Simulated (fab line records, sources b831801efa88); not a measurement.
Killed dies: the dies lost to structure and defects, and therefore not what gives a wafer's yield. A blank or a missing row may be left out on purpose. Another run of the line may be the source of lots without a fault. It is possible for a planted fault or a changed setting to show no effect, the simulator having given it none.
fab line records	flow sky130
record lots=7	wafers=21	last-day=50
route steps=708 shown VIA2@519
lots untouched by any fault: they come from a run of this same line in which no faults occurred
start-h: start of the lot's first displayed wafer, in hours after the record's first day	wait-h: how many hours have passed since the lot's step before this one	" repeats the value in the row above	L1.1+2: a row that stands for several wafers	- no value, or no start given	* or withheld: withheld	< > ~ a bound
route shown NAME@n: names a module that has steps shown in the file, with the first one's number in the route	usual: mean and standard deviation over wafers with no fault	same: alike in all rows	chamber/n: place in a boat	sites: readings site by site	_std_site: standard deviation across them	_edge_site: inner sites' mean taken away from outer sites' mean	radius-mm: for every site, how far away it sits from the centre of the wafer	mask NAME#n: copy n	behind: the most recent tool/chamber to have shaped the wafer	hold: reason for holding the lot/hours on hold/outcome of the hold	device: transistor that didn't switch, given as n, p or np	end of line: the route-end tests of the same wafers	step lacking rows: just its recipe	killed: the dies lost at the first sort to structure and to defects; this is not the yield of the wafer	map: a wafer's dies, x killed, . not, _ none there
set.NAME: the setting the step ran with; set.NAME@STEP: the setting that earlier step ran with	model.NAME: the simulator's own value behind a step, which no gauge read
a table for each step, a row for each wafer; lots at some steps of the route
services: the hour from which a tool's chamber was out of use, counted from the record's first day as start-h (under 0 if before that day), plus the number of hours and why
## steps
# step SKY_VIA2_CD_MEAS_12
# recipe target-cd-nm=200
# usual cd-nm=200.0/1.5
lot.wafer	tool	chamber	start-h	wait-h	cd-nm
L335.4	cd-sem-02	-	870.22	-	199.1
L335.5	"	-	"	"	199.2
L335.6	"	-	"	"	199.7
L345.3	cd-sem-01	-	946.48	-	201.8
L345.5	"	-	"	"	200.9
L345.6	"	-	"	"	201.9
L346.2	cd-sem-01	-	957.56	-	199.7
L346.4	"	-	"	"	200.8
L346.6	"	-	"	"	199.5
L347.2	cd-sem-02	-	959.53	-	200.3
L347.3	"	-	"	"	201.7
L347.5	"	-	"	"	201.2
L348.1	cd-sem-01	-	966.62	-	199.4
L348.2	"	-	"	"	199.0
L348.6	"	-	"	"	200.9
L353.1	cd-sem-01	-	988.12	-	202.0
L353.2	"	-	"	"	202.3
L353.6	"	-	"	"	203.5
L355.4	cd-sem-02	-	1005.15	-	199.9
L355.5	"	-	"	"	199.3
L355.6	"	-	"	"	199.0
# step SKY_VIA2_OVL_MEAS_13
# usual VIA2_OVL=0/6.2
lot.wafer	tool	chamber	start-h	wait-h	VIA2_OVL[nm]
L335.4	overlay-01	-	870.30	0.1	7
L335.5	"	-	"	"	-1
L335.6	"	-	"	"	7
L345.3	overlay-01	-	946.57	0.1	1
L345.5	"	-	"	"	-2
L345.6	"	-	"	"	2
L346.2	overlay-02	-	957.67	0.1	-2
L346.4	"	-	"	"	-7
L346.6	"	-	"	"	-3
L347.2	overlay-01	-	959.64	0.1	-19
L347.3	"	-	"	"	-14
L347.5	"	-	"	"	-10
L348.1	overlay-01	-	966.74	0.1	-1
L348.2	"	-	"	"	-4
L348.6	"	-	"	"	-2
L353.1	overlay-01	-	988.24	0.1	4
L353.2	"	-	"	"	-2
L353.6	"	-	"	"	-1
L355.4	overlay-02	-	1005.23	0.1	-5
L355.5	"	-	"	"	-6
L355.6	"	-	"	"	2
# step SKY_VIA2_ETCH_14
# recipe chemistry=N2/H2	target=BARC	ion-energy-ev=200	source-w=500	bias-w=100	pressure-mtorr=30	n2-flow-sccm=100	h2-flow-sccm=200	stop-on=SiO2	time-s=45.9	target-depth-a=600
# usual drypump-motor-current-A=5.6/0.48	oes-product-au=0.854/0.0042	throttle-valve-pct=13.225/0.0083
lot.wafer	tool	chamber	start-h	wait-h	drypump-motor-current-A	oes-product-au	rf-hours-counter-h	throttle-valve-pct
L335.4	rie-diel-04	3	870.32	0.0	5.8	0.852	25	13.215
L335.5	"	3	"	"	5.8	0.852	-	13.240
L335.6	"	0	"	"	5.6	0.846	-	13.225
L345.3	rie-diel-02	1	946.59	0.0	6.1	0.846	13	13.219
L345.5	"	2	"	"	5.8	0.849	-	13.222
L345.6	"	1	"	"	6.1	0.850	-	13.234
L346.2	rie-diel-04	0	957.70	0.0	5.5	0.850	15	13.215
L346.4	"	2	"	"	4.8	0.860	-	13.215
L346.6	"	0	"	"	5.6	0.854	-	13.215
L347.2	rie-diel-02	2	959.67	0.0	5.8	0.856	23	13.220
L347.3	"	1	"	"	6.2	0.845	13	13.223
L347.5	"	1	"	"	6.2	0.854	-	13.237
L348.1	rie-diel-04	2	966.78	0.0	4.8	0.861	15	13.205
L348.2	"	0	"	"	5.6	0.852	15	13.217
L348.6	"	2	"	"	4.8	0.855	-	13.223
L353.1	rie-diel-02	0	988.28	0.0	6.0	0.861	10	13.227
L353.2	"	3	"	"	5.5	0.855	6	13.230
L353.6	"	1	"	"	6.2	0.853	-	13.230
L355.4	rie-diel-02	2	1005.25	0.0	5.8	0.848	25	13.225
L355.5	"	3	"	"	5.4	0.852	-	13.229
L355.6	"	2	"	"	5.8	0.853	-	13.223
# step SKY_VIA2_ETCH_15
# recipe target=SiO2	chemistry=C4F8/O2/Ar	target-depth-nm=546	stop-on=TiN	mask-material=KrF-thick	source-w=1485	bias-w=1200	pressure-mtorr=40	c4f8-flow-sccm=withheld	O2_flow_sccm=6	Ar_flow_sccm=300	time-s=84
# usual oes-product-au=0.939/0.0044
lot.wafer	tool	chamber	start-h	wait-h	oes-product-au	rf-hours-counter-h
L335.4	rie-diel-04	3	870.36	0.0	0.943	25
L335.5	"	3	"	"	0.945	-
L335.6	"	0	"	"	0.941	-
L345.3	rie-diel-02	1	946.63	0.0	0.940	13
L345.5	"	2	"	"	0.944	-
L345.6	"	1	"	"	0.937	-
L346.2	rie-diel-04	0	957.74	0.0	0.935	15
L346.4	"	2	"	"	0.938	-
L346.6	"	0	"	"	0.945	-
L347.2	rie-diel-02	2	959.71	0.0	0.942	23
L347.3	"	1	"	"	0.944	13
L347.5	"	1	"	"	0.945	-
L348.1	rie-diel-04	2	966.84	0.0	0.941	15
L348.2	"	0	"	"	0.941	15
L348.6	"	2	"	"	0.946	-
L353.1	rie-diel-02	0	988.32	0.0	0.943	10
L353.2	"	3	"	"	0.938	6
L353.6	"	1	"	"	0.940	-
L355.4	rie-diel-02	2	1005.29	0.0	0.941	25
L355.5	"	3	"	"	0.933	-
L355.6	"	2	"	"	0.934	-
# step SKY_VIA2_STRIP_16
# recipe chemistry=O2/N2	power-w=1400	pressure-mtorr=1500	platen-temp-c=withheld	o2-flow-sccm=3000	n2-flow-sccm=300	overash-fraction=0.5
# usual drypump-motor-current-A=5.90/0.26	oes-product-au=0.399/0.0049	strip-time-to-endpoint-s=4.068/0.03
lot.wafer	tool	chamber	start-h	wait-h	drypump-motor-current-A	oes-product-au	rf-hours-counter-h	strip-time-to-endpoint-s
L335.4	plasma-asher-02	0	870.45	0.1	6.39	0.411	-	4.072
L335.5	"	1	"	"	5.53	0.389	-	4.077
L335.6	"	0	"	"	6.37	0.399	-	4.043
L345.3	plasma-asher-04	1	946.73	0.1	6.02	0.402	-	4.110
L345.5	"	0	"	"	6.07	0.409	-	4.081
L345.6	"	1	"	"	5.99	0.401	-	4.135
L346.2	plasma-asher-02	1	957.80	0.0	5.54	0.405	22	4.078
L346.4	"	1	"	"	5.53	0.401	-	4.075
L346.6	"	0	"	"	6.38	0.400	-	4.079
L347.2	plasma-asher-04	0	959.77	0.0	6.06	0.405	116	4.082
L347.3	"	1	"	"	6.00	0.398	-	4.110
L347.5	"	1	"	"	5.99	0.402	-	4.092
L348.1	plasma-asher-01	1	966.93	0.1	5.76	0.398	47	3.996
L348.2	"	0	"	"	5.72	0.395	47	4.030
L348.6	"	1	"	"	5.76	0.400	-	4.008
L353.1	plasma-asher-01	0	988.38	0.0	5.70	0.397	50	4.084
L353.2	"	1	"	"	5.75	0.398	50	4.084
L353.6	"	0	"	"	5.70	0.403	-	4.136
L355.4	plasma-asher-02	1	1005.38	0.1	5.53	0.404	-	4.072
L355.5	"	0	"	"	6.38	0.413	-	4.028
L355.6	"	1	"	"	5.54	0.401	-	4.057
# step SKY_VIA2_STRIP_17
# recipe chemistry=post-etch-residue-remover	time-s=1200	temp-c=72.5
# step SKY_VIA2_CLEAN_18
# recipe chemistry=IPA	time-s=180	temp-c=25
# step SKY_VIA2_CLEAN_19
# recipe chemistry=O3/DIW	dry=n2-spin
# step SKY_VIA2_SPUTTER_20
# recipe material=TiN	target-thk-nm=20	chamber-pressure-pa=5	power-w=4000	time-s=80
# usual throttle-valve-pct=30.2/1.2
lot.wafer	tool	chamber	start-h	wait-h	throttle-valve-pct
L335.4	pvd-sputter-02	-	871.45	0.0	28.5
L335.5	"	-	"	"	28.5
L335.6	"	-	"	"	32.4
L345.3	pvd-sputter-02	-	947.30	0.0	32.3
L345.5	"	-	"	"	28.5
L345.6	"	-	"	"	29.0
L346.2	pvd-sputter-03	-	958.39	0.0	31.2
L346.4	"	-	"	"	30.9
L346.6	"	-	"	"	28.3
L347.2	pvd-sputter-02	-	960.36	0.0	28.7
L347.3	"	-	"	"	29.4
L347.5	"	-	"	"	29.3
L348.1	pvd-sputter-03	-	967.53	0.0	30.1
L348.2	"	-	"	"	31.2
L348.6	"	-	"	"	30.0
L353.1	pvd-sputter-03	-	988.97	0.0	29.7
L353.2	"	-	"	"	30.9
L353.6	"	-	"	"	30.9
L355.4	pvd-sputter-03	-	1005.95	0.0	28.5
L355.5	"	-	"	"	31.0
L355.6	"	-	"	"	30.0
# step SKY_VIA2_CVD_21
# recipe material=W	target-thk-nm=420	time-s=126.4	temp-c=400	pressure-torr=40
# usual heater-power-w=869/69
lot.wafer	tool	chamber	start-h	wait-h	heater-power-w
L335.4	cvd-w-01	1	871.55	0.1	906
L335.5	"	1	"	"	884
L335.6	"	0	"	"	904
L345.3	cvd-w-02	1	947.41	0.1	737
L345.5	"	1	"	"	756
L345.6	"	0	"	"	917
L346.2	cvd-w-01	1	958.45	0.0	907
L346.4	"	0	"	"	895
L346.6	"	0	"	"	905
L347.2	cvd-w-01	1	960.42	0.0	892
L347.3	"	1	"	"	875
L347.5	"	1	"	"	893
L348.1	cvd-w-02	0	967.59	0.0	922
L348.2	"	1	"	"	730
L348.6	"	0	"	"	918
L353.1	cvd-w-01	1	989.03	0.0	868
L353.2	"	0	"	"	871
L353.6	"	1	"	"	906
L355.4	cvd-w-02	0	1006.05	0.1	903
L355.5	"	0	"	"	924
L355.6	"	1	"	"	764
# step SKY_VIA2_RS_MEAS_22
# recipe thk-meas-gauge=four-point-probe	reads=W_of_VIA2_CVD_21+TiN_of_VIA2_SPUTTER_20
# usual VIA2_W_RS=0.272/0.0032
lot.wafer	tool	chamber	start-h	wait-h	VIA2_W_RS[ohm/sq]
L335.4	film-metro-03	-	871.70	0.1	0.269
L335.5	"	-	"	"	0.268
L335.6	"	-	"	"	0.274
L345.3	film-metro-04	-	947.53	0.1	0.274
L345.5	"	-	"	"	0.272
L345.6	"	-	"	"	0.276
L346.2	film-metro-04	-	958.60	0.1	0.267
L346.4	"	-	"	"	0.271
L346.6	"	-	"	"	0.271
L347.2	film-metro-03	-	960.57	0.1	0.268
L347.3	"	-	"	"	0.267
L347.5	"	-	"	"	0.267
L348.1	film-metro-03	-	967.73	0.1	0.272
L348.2	"	-	"	"	0.271
L348.6	"	-	"	"	0.273
L353.1	film-metro-03	-	989.16	0.1	0.268
L353.2	"	-	"	"	0.276
L353.6	"	-	"	"	0.271
L355.4	film-metro-03	-	1006.20	0.1	0.271
L355.5	"	-	"	"	0.266
L355.6	"	-	"	"	0.268
# step SKY_VIA2_THK_MEAS_23
# recipe thk-meas-gauge=xrf	reads=W_of_VIA2_CVD_21
# usual VIA2_W_THK=439/7.1
lot.wafer	tool	chamber	start-h	wait-h	VIA2_W_THK[nm]
L335.4	film-metro-03	-	871.79	0.1	446
L335.5	"	-	"	"	445
L335.6	"	-	"	"	435
L345.3	film-metro-04	-	947.63	0.1	431
L345.5	"	-	"	"	435
L345.6	"	-	"	"	430
L346.2	film-metro-04	-	958.71	0.1	446
L346.4	"	-	"	"	435
L346.6	"	-	"	"	435
L347.2	film-metro-03	-	960.68	0.1	443
L347.3	"	-	"	"	440
L347.5	"	-	"	"	440
L348.1	film-metro-03	-	967.85	0.1	432
L348.2	"	-	"	"	432
L348.6	"	-	"	"	429
L353.1	film-metro-03	-	989.28	0.1	455
L353.2	"	-	"	"	439
L353.6	"	-	"	"	448
L355.4	film-metro-03	-	1006.29	0.1	451
L355.5	"	-	"	"	456
L355.6	"	-	"	"	451
# step SKY_VIA2_CMP_24
# recipe stop-on=SiO2	t-overpolish-s=20	down-force-psi=3.5	platen-rpm=60	target-thk-nm=0	pad-velocity-m-s=0.94248
# usual edge-zone-pressure-frac=1.000/0.005	head-pressure-psi=3.499/0.0078	motor-current-A=11.1/1.4	overpolish-run-s=19.999/0.0096	time-to-endpoint-s=100/4.6
lot.wafer	tool	chamber	start-h	wait-h	edge-zone-pressure-frac	head-pressure-psi	motor-current-A	overpolish-run-s	time-to-endpoint-s	model.W_of_VIA2_CVD_21.thk-nm	model.SiO2_of_VIA2_HDPCVD_00.thk-nm
L335.4	cmp-02	1	871.92	0.1	0.992	3.497	13.9	20.012	104	0	491
L335.6	"	3	"	"	0.996	3.496	10.3	20.001	102	0	490
L335.5	"	0	"	"	1.001	3.496	10.3	20.024	99	0	490.1
L345.3	cmp-01	0	947.86	0.2	1.015	3.508	11.3	19.991	94	0	488.7
L345.6	"	2	"	"	1.006	3.507	9.1	19.981	95	0	488.8
L345.5	"	3	"	"	1.003	3.508	11.3	20.019	102	0	489.1
L346.2	cmp-02	0	958.76	0.0	-	-	-	-	-	429	492.5
L346.4	"	1	"	"	-	-	-	-	-	422.7	495.3
L346.6	"	1	"	"	-	-	-	-	-	421.9	494.3
L347.2	cmp-02	1	960.73	0.0	-	-	-	-	-	427.8	493.3
L347.3	"	3	"	"	-	-	-	-	-	429	491.6
L347.5	"	1	"	"	-	-	-	-	-	429.2	494.1
L348.1	cmp-01	2	967.91	0.1	-	-	-	-	-	421.2	494.6
L348.2	"	0	"	"	-	-	-	-	-	422.4	494
L348.6	"	2	"	"	-	-	-	-	-	419.2	494.7
L353.1	cmp-02	3	989.34	0.1	1.006	3.504	9.5	20.013	104	0	490.5
L353.2	"	2	"	"	0.998	3.507	11.9	19.984	100	0	491.3
L353.6	"	0	"	"	0.997	3.506	9.7	20.006	97	0	490.1
L355.4	cmp-01	1	1006.37	0.1	1.001	3.498	10.9	20.005	100	0	488
L355.6	"	0	"	"	1.008	3.496	11.5	19.986	95	0	487.9
L355.5	"	1	"	"	0.996	3.492	11.0	20.003	98	0	488.5
## services
tool	chamber	start-h	hours	kind
cmp-02	-	850.21	0.8	repair
rie-diel-02	-	853.64	2.8	pm
cvd-w-02	0	858.61	23.4	repair
cvd-w-02	1	863.90	10.8	repair
cmp-02	-	887.40	0.2	repair
cvd-w-01	-	899.84	1.4	repair
rie-diel-02	-	903.82	2.1	repair
cvd-w-02	-	904.00	14.0	pm
plasma-asher-04	-	912.02	0.9	repair
cmp-02	-	912.48	4.0	pm
plasma-asher-01	-	917.67	3.4	repair
rie-diel-04	-	919.24	2.1	repair
cmp-01	-	924.23	5.0	repair
rie-diel-02	0	934.14	39.1	repair
cmp-01	-	936.58	2.3	repair
cmp-01	-	942.03	5.7	pm
rie-diel-04	-	945.37	2.0	repair
cmp-01	-	948.46	5.9	pm
rie-diel-04	3	953.56	3.6	repair
rie-diel-04	3	957.19	-	clean
rie-diel-04	1	965.21	6.9	repair
cmp-02	-	981.41	1.8	repair
rie-diel-02	-	994.70	0.5	repair
cmp-01	-	1003.67	1.5	repair
## key
first-sign step=SKY_VIA2_CMP_24	reading=tool-record	direction=missing
effect none on later readings
model-effect step=SKY_VIA2_CMP_24	value=W_of_VIA2_CVD_21.thk-nm	without=0	struck=424.7
met-at SKY_VIA2_CMP_24
struck-wafers L346.2,L346.4,L346.6,L347.2,L347.3,L347.5,L348.1,L348.2,L348.6
later-rows-left-out L346.2,L346.4,L346.6,L347.2,L347.3,L347.5,L348.1,L348.2,L348.6
sort-left-out L346.2,L346.4,L346.6,L347.2,L347.3,L347.5,L348.1,L348.2,L348.6
onset-between 947.86 958.76
fault kind=skipped-step-whole	tool=cmp-01,cmp-02	chamber=-	onset-h=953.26	steps=SKY_VIA2_CMP_24	scope=struck-lots-only
# sort-left-out: the simulated sort isn't trusted on such a fault, so these wafers' sort isn't shown, and their yield isn't known
# later-rows-left-out: the simulator's readings of these wafers behind a module that went badly wrong aren't trusted and aren't shown, but for the sort
